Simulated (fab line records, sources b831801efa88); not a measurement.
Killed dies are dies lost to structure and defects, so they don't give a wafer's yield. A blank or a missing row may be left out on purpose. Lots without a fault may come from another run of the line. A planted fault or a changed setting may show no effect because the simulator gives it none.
fab line records | flow sky130
record lots=13 wafers=39 last_day=50
route steps=708 shown PWDE@52 VT_ADJUST_HVTR@140 POLY_GATE@218 LDD_P@265 PAD_OPEN@708
lots that met no fault: from a run of the same line without faults
start_h: hours from the record's first day to the start of the lot's first wafer shown | wait_h: hours since the lot's step before | " the same as in the row above | L1.1+2: a row that stands for several wafers | - no value, or no start given | * or withheld: withheld | < > ~ a bound
route shown NAME@n: a module of which the file shows steps, and the number in the route of the first | usual: mean/standard deviation of fault-free wafers | same: alike in all rows | chamber/n: place in a boat | sites: the reading at each site | _std_site: their standard deviation | _edge_site: outer sites' mean less inner sites' | radius_mm: how far each site lies from the wafer's centre | mask NAME#n: copy n | behind: the tool/chamber that last shaped the wafer | hold: why the lot was held/for how many hours/how that ended | device: the transistor (n, p or np) that didn't switch | end of line: the same wafers' tests at the end of the route | a step without rows: its recipe alone | killed: dies lost to structure and defects at the first sort, not the wafer's yield | map: a wafer's dies, x killed, . not, _ none there
set.NAME: the setting as run; set.NAME@STEP: as run at that earlier step | model.NAME: the simulator's own value behind a step, which no gauge read
steps of the route over a sample of lots; a table a step, a row a wafer
services: from which hour (start_h, from the record's first day; less than 0 if before it) a tool's chamber was out of use, for how many hours, and why
## steps
# step SKY_PWDE_OVL_MEAS_07
# usual PWDE_OVL=0.5/1.3
# columns lot.wafer tool chamber start_h wait_h PWDE_OVL[nm]
L217.1 overlay-01 - 64.89 - 0.2
L217.4 " - " " 0.7
L217.6 " - " " -1.8
L218.1 overlay-02 - 72.09 - 1.5
L218.2 " - " " 0.7
L218.5 " - " " -1.0
L219.2 overlay-01 - 80.99 - 2.0
L219.4 " - " " 2.8
L219.5 " - " " 1.9
L220.1 overlay-01 - 87.09 - -0.3
L220.5 " - " " -2.1
L220.6 " - " " -2.5
L226.3 overlay-01 - 125.20 - 1.9
L226.5 " - " " 4.1
L226.6 " - " " 2.3
L230.1 overlay-01 - 137.59 - -0.2
L230.2 " - " " -1.5
L230.3 " - " " -2.4
L231.1 overlay-01 - 143.64 - -0.4
L231.2 " - " " 1.3
L231.3 " - " " -0.8
L233.1 overlay-02 - 169.74 - 1.4
L233.2 " - " " 0.7
L233.5 " - " " 1.8
L234.1 overlay-02 - 178.02 - -0.5
L234.3 " - " " -0.9
L234.6 " - " " -1.2
L235.1 overlay-01 - 178.14 - 1.4
L235.4 " - " " 1.1
L235.6 " - " " -0.6
L238.3 overlay-02 - 190.15 - 1.5
L238.4 " - " " 0.4
L238.5 " - " " 1.8
L240.1 overlay-01 - 198.78 - 0.1
L240.3 " - " " 0.4
L240.6 " - " " -0.8
L239.1 overlay-01 - 199.13 - 1.1
L239.2 " - " " 3.2
L239.3 " - " " -0.8
# step SKY_VT_ADJUST_HVTR_IMPLANT_09
# recipe species=B energy_kev=10 dose_cm2=2.1e+12 tilt_deg=withheld
# usual dose_ions_cm2=2.1001e+12/2.2e+09
# columns lot.wafer tool chamber start_h wait_h dose_ions_cm2
L217.1 implanter-01 0 194.88 0.0 2.1047e+12
L217.4 " 0 " " 2.1016e+12
L217.6 " 0 " " 2.1042e+12
L218.1 implanter-03 0 202.72 0.0 2.1014e+12
L218.2 " 0 " " 2.1001e+12
L218.5 " 0 " " 2.1003e+12
L219.2 implanter-02 0 216.10 0.0 2.0984e+12
L219.4 " 0 " " 2.1027e+12
L219.5 " 0 " " 2.1022e+12
L220.1 implanter-03 0 222.07 0.0 2.0982e+12
L220.5 " 0 " " 2.1006e+12
L220.6 " 0 " " 2.0999e+12
L226.3 implanter-01 0 274.79 0.1 2.0565e+12
L226.5 " 0 " " 2.0566e+12
L226.6 " 0 " " 2.0543e+12
L230.1 implanter-01 0 291.54 0.0 2.0513e+12
L230.2 " 0 " " 2.0541e+12
L230.3 " 0 " " 2.056e+12
L231.1 implanter-02 0 300.82 0.0 2.1006e+12
L231.2 " 0 " " 2.1014e+12
L231.3 " 0 " " 2.1015e+12
L233.1 implanter-03 0 337.23 0.0 2.1019e+12
L233.2 " 0 " " 2.1057e+12
L233.5 " 0 " " 2.0988e+12
L234.1 implanter-02 0 347.62 0.0 2.0992e+12
L234.3 " 0 " " 2.102e+12
L234.6 " 0 " " 2.1014e+12
L235.1 implanter-02 0 347.92 0.0 2.0974e+12
L235.4 " 0 " " 2.1015e+12
L235.6 " 0 " " 2.1005e+12
L238.3 implanter-03 0 364.08 0.1 2.0997e+12
L238.4 " 0 " " 2.1018e+12
L238.5 " 0 " " 2.1026e+12
L240.1 implanter-02 0 373.49 0.0 2.1e+12
L240.3 " 0 " " 2.0974e+12
L240.6 " 0 " " 2.1019e+12
L239.1 implanter-01 0 374.74 0.0 2.0981e+12
L239.2 " 0 " " 2.0999e+12
L239.3 " 0 " " 2.0999e+12
# step SKY_POLY_GATE_THK_MEAS_04
# recipe reads=Si3N4_of_POLY_GATE_CVD_03
# usual POLY_GATE_CVD_03_THK=74.8/0.63
# columns lot.wafer tool chamber start_h wait_h POLY_GATE_CVD_03_THK[nm]
L217.1 film_metro-04 - 332.72 0.0 74.8
L217.4 " - " " 74.4
L217.6 " - " " 75.3
L218.1 film_metro-02 - 340.50 0.0 75.0
L218.2 " - " " 74.8
L218.5 " - " " 74.9
L219.2 film_metro-04 - 360.48 0.0 75.1
L219.4 " - " " 75.3
L219.5 " - " " 75.7
L220.1 film_metro-04 - 367.28 0.0 74.3
L220.5 " - " " 73.9
L220.6 " - " " 74.3
L226.3 film_metro-03 - 427.06 0.0 75.3
L226.5 " - " " 75.0
L226.6 " - " " 75.1
L230.1 film_metro-02 - 441.89 0.0 74.9
L230.2 " - " " 74.5
L230.3 " - " " 73.5
L231.1 film_metro-03 - 460.85 0.0 74.3
L231.2 " - " " 74.0
L231.3 " - " " 74.3
L233.1 film_metro-03 - 498.25 0.0 75.2
L233.2 " - " " 75.1
L233.5 " - " " 76.0
L234.1 film_metro-03 - 520.04 0.0 74.6
L234.3 " - " " 74.8
L234.6 " - " " 74.2
L235.1 film_metro-03 - 521.40 0.0 73.5
L235.4 " - " " 73.8
L235.6 " - " " 74.6
L238.3 film_metro-02 - 529.37 0.0 74.7
L238.4 " - " " 74.2
L238.5 " - " " 74.7
L240.1 film_metro-04 - 537.35 0.0 73.2
L240.3 " - " " 74.1
L240.6 " - " " 74.1
L239.1 film_metro-03 - 539.35 0.0 75.0
L239.2 " - " " 75.3
L239.3 " - " " 74.7
# step SKY_LDD_P_STRIP_10
# recipe chemistry=O2/N2 power_w=1400 pressure_mtorr=1500 platen_temp_c=withheld o2_flow_sccm=3000 n2_flow_sccm=300 overash_fraction=0.5
# usual drypump_motor_current_A=5.6/0.42 oes_product_au=0.716/0.0044 strip_time_to_endpoint_s=14.18/0.038
# columns lot.wafer tool chamber start_h wait_h drypump_motor_current_A oes_product_au rf_hours_counter_h strip_time_to_endpoint_s
L217.1 plasma_asher-02 0 421.09 0.1 6.0 0.710 28 14.18
L217.4 " 0 " " 6.0 0.715 - 14.16
L217.6 " 0 " " 6.0 0.720 - 14.14
L218.1 plasma_asher-01 0 430.27 0.1 5.6 0.708 74 14.19
L218.2 " 1 " " 4.9 0.706 74 14.17
L218.5 " 1 " " 4.9 0.718 - 14.18
L219.2 plasma_asher-02 1 453.12 0.1 6.0 0.712 33 14.17
L219.4 " 0 " " 6.0 0.716 - 14.17
L219.5 " 1 " " 6.0 0.712 - 14.16
L220.1 plasma_asher-01 1 460.13 0.1 4.9 0.716 77 14.18
L220.5 " 1 " " 4.8 0.720 - 14.25
L220.6 " 0 " " 5.6 0.713 - 14.25
L226.3 plasma_asher-03 1 522.07 0.1 5.7 0.715 - 14.11
L226.5 " 1 " " 5.8 0.724 - 14.15
L226.6 " 0 " " 5.9 0.708 - 14.16
L230.1 plasma_asher-03 0 545.99 0.1 5.9 0.714 71 14.16
L230.2 " 1 " " 5.8 0.715 71 14.16
L230.3 " 0 " " 5.8 0.711 - 14.18
L231.1 plasma_asher-01 1 554.58 0.1 4.9 0.713 87 14.18
L231.2 " 0 " " 5.6 0.716 87 14.16
L231.3 " 0 " " 5.6 0.715 - 14.17
L233.1 plasma_asher-03 0 591.18 0.1 5.9 0.709 75 14.22
L233.2 " 1 " " 5.8 0.717 75 14.21
L233.5 " 0 " " 5.8 0.718 - 14.19
L234.1 plasma_asher-02 0 614.82 0.1 6.0 0.714 49 14.20
L234.3 " 1 " " 6.0 0.715 - 14.21
L234.6 " 0 " " 6.0 0.713 - 14.19
L235.1 plasma_asher-01 0 615.12 0.1 5.6 0.715 93 14.20
L235.4 " 1 " " 4.9 0.717 - 14.15
L235.6 " 1 " " 4.8 0.711 - 14.16
L238.3 plasma_asher-03 0 620.05 0.1 5.8 0.710 - 14.14
L238.4 " 1 " " 5.8 0.707 - 14.17
L238.5 " 0 " " 5.9 0.712 - 14.17
L240.1 plasma_asher-03 1 628.22 0.1 5.8 0.712 79 14.15
L240.3 " 0 " " 5.9 0.711 - 14.20
L240.6 " 0 " " 5.8 0.719 - 14.18
L239.1 plasma_asher-02 1 629.48 0.1 6.0 0.714 51 14.10
L239.2 " 0 " " 6.0 0.719 51 14.11
L239.3 " 0 " " 6.0 0.714 - 14.15
# step SKY_PAD_OPEN_PROBE_99
# usual killed_at_M0_to_M3=43/6.2 killed_at_M4_up=2.8/1.7 killed_at_contacts=24/4.8 killed_at_front_end=15/4.3 killed_at_other=0.3/0.55 killed_dies=85/8.4 killed_open=46/6.7 killed_short=38/6.2
# same gross_dies=492 killed_at_back_side=0
# columns lot.wafer tool chamber start_h wait_h killed_at_M0_to_M3 killed_at_M4_up killed_at_contacts killed_at_front_end killed_at_other killed_dies killed_open killed_short
L217.1 prober-01 - 1067.45 0.1 44 2 17 14 0 77 45 32
L217.4 prober-01 - 1067.60 0.2 27 5 20 16 0 68 40 28
L217.6 prober-01 - 1067.70 0.2 46 2 33 10 1 92 58 34
L226.3 prober-02 - 1125.51 0.2 53 0 29 15 1 98 64 34
L226.5 prober-02 - 1125.61 0.2 43 1 23 11 0 78 47 31
L226.6 prober-02 - 1125.66 0.2 45 2 27 13 1 88 48 40
L235.1 prober-02 - 1194.37 0.1 35 7 31 12 0 85 49 36
L235.4 prober-02 - 1194.52 0.2 33 2 28 14 0 77 39 38
L235.6 prober-02 - 1194.62 0.2 35 2 19 13 0 69 43 26
# killed by level:class
L217.1 VIA1:geometric_particle:open=12 CONTACT:geometric_particle:open=8 VIA3:geometric_particle:open=8 CONTACT:geometric_particle:short=6 VIA2:geometric_particle:open=6 VIA2:geometric_particle:short=5 FIELD_ISO:geometric_particle:short=3 FIELD_ISO:geometric_particle:open=3
L217.4 CONTACT:geometric_particle:open=7 VIA3:geometric_particle:open=6 VIA2:geometric_particle:open=6 LI_CONTACT:geometric_particle:open=5 VIA1:geometric_particle:open=5 FIELD_ISO:geometric_particle:short=4 POLY_GATE:geometric_particle:open=4 LOCAL_INTERCONNECT:geometric_particle:short=4
L217.6 VIA1:geometric_particle:open=20 CONTACT:geometric_particle:open=17 LI_CONTACT:geometric_particle:open=6 CONTACT:geometric_particle:short=5 LOCAL_INTERCONNECT:geometric_particle:short=5 VIA1:geometric_particle:short=4 METAL2:geometric_particle:short=4 VIA2:geometric_particle:open=4
L226.3 VIA1:geometric_particle:open=15 CONTACT:geometric_particle:open=12 LI_CONTACT:geometric_particle:open=10 FIELD_ISO:geometric_particle:open=8 METAL2:geometric_particle:short=7 VIA3:geometric_particle:open=6 VIA1:geometric_particle:short=6 CONTACT:geometric_particle:short=4
L226.5 VIA1:geometric_particle:open=11 CONTACT:geometric_particle:open=10 CONTACT:geometric_particle:short=5 VIA3:geometric_particle:open=5 POLY_GATE:geometric_particle:short=4 METAL2:geometric_particle:open=4 POLY_GATE:geometric_particle:open=3 LI_CONTACT:geometric_particle:short=3
L226.6 CONTACT:geometric_particle:open=11 VIA2:geometric_particle:open=7 LI_CONTACT:geometric_particle:open=6 VIA1:geometric_particle:open=6 METAL2:geometric_particle:short=6 VIA3:geometric_particle:open=6 FIELD_ISO:geometric_particle:short=5 CONTACT:geometric_particle:short=5
L235.1 CONTACT:geometric_particle:open=10 VIA1:geometric_particle:open=9 CONTACT:geometric_particle:short=8 LI_CONTACT:geometric_particle:open=7 VIA2:geometric_particle:open=6 FIELD_ISO:geometric_particle:open=5 VIA2:geometric_particle:short=4 POLY_GATE:geometric_particle:open=3
L235.4 CONTACT:geometric_particle:open=10 VIA2:geometric_particle:open=8 VIA1:geometric_particle:open=7 CONTACT:geometric_particle:short=6 LOCAL_INTERCONNECT:geometric_particle:short=5 LI_CONTACT:geometric_particle:short=4 METAL1:geometric_particle:short=4 METAL2:geometric_particle:short=4
L235.6 CONTACT:geometric_particle:open=10 VIA1:geometric_particle:open=7 LI_CONTACT:geometric_particle:open=6 VIA3:geometric_particle:open=6 METAL1:geometric_particle:short=5 VIA1:geometric_particle:short=4 VIA2:geometric_particle:open=4 METAL2:geometric_particle:short=4
## services
# columns tool chamber start_h hours kind
implanter-02 - 182.69 2.1 repair
implanter-01 - 184.25 1.6 repair
implanter-03 - 188.34 3.6 pm
plasma_asher-01 - 199.77 3.3 repair
plasma_asher-03 - 201.46 2.2 repair
implanter-01 - 213.52 5.8 pm
plasma_asher-02 - 253.87 2.8 pm
implanter-02 - 259.39 2.9 pm
implanter-02 - 315.04 4.7 pm
plasma_asher-03 - 323.88 0.4 repair
plasma_asher-01 - 340.91 1.2 repair
implanter-03 - 343.59 6.8 repair
implanter-02 - 363.57 1.5 repair
implanter-01 - 382.60 2.9 repair
plasma_asher-02 - 401.10 14.6 pm
implanter-02 - 413.43 3.9 repair
plasma_asher-03 - 421.36 11.0 repair
implanter-03 - 448.04 2.3 repair
implanter-01 - 458.83 3.9 pm
implanter-01 - 465.66 1.9 repair
implanter-01 - 475.41 2.3 repair
implanter-02 - 535.29 11.4 repair
plasma_asher-03 - 538.81 2.8 pm
plasma_asher-03 - 613.69 2.4 repair
## key
first_sign step=SKY_VT_ADJUST_HVTR_IMPLANT_09 reading=dose_ions_cm2 direction=down sigmas=20 usual=* struck=*
effect none on later readings
met_at SKY_VT_ADJUST_HVTR_IMPLANT_09
struck_lots L226,L230
tester_left_out L226,L230
not_acting_at SKY_PWDE_OVL_MEAS_07,SKY_POLY_GATE_THK_MEAS_04,SKY_LDD_P_STRIP_10
onset_between 194.88 274.79
fault kind=process_parameter_drift tool=implanter-01 chamber=- onset_h=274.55 steps=SKY_VT_ADJUST_HVTR_IMPLANT_09 channel=dose_cm2 offset=* shape=step end_h=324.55 acts_in=* stated=*
# tester_left_out: of these lots the tester's yield and bins aren't shown, on N5 and GAA mostly nor the transistor test; their killed dies are dies lost to structure and defects alone, not to doping, threshold or leakage, so they don't give the yield
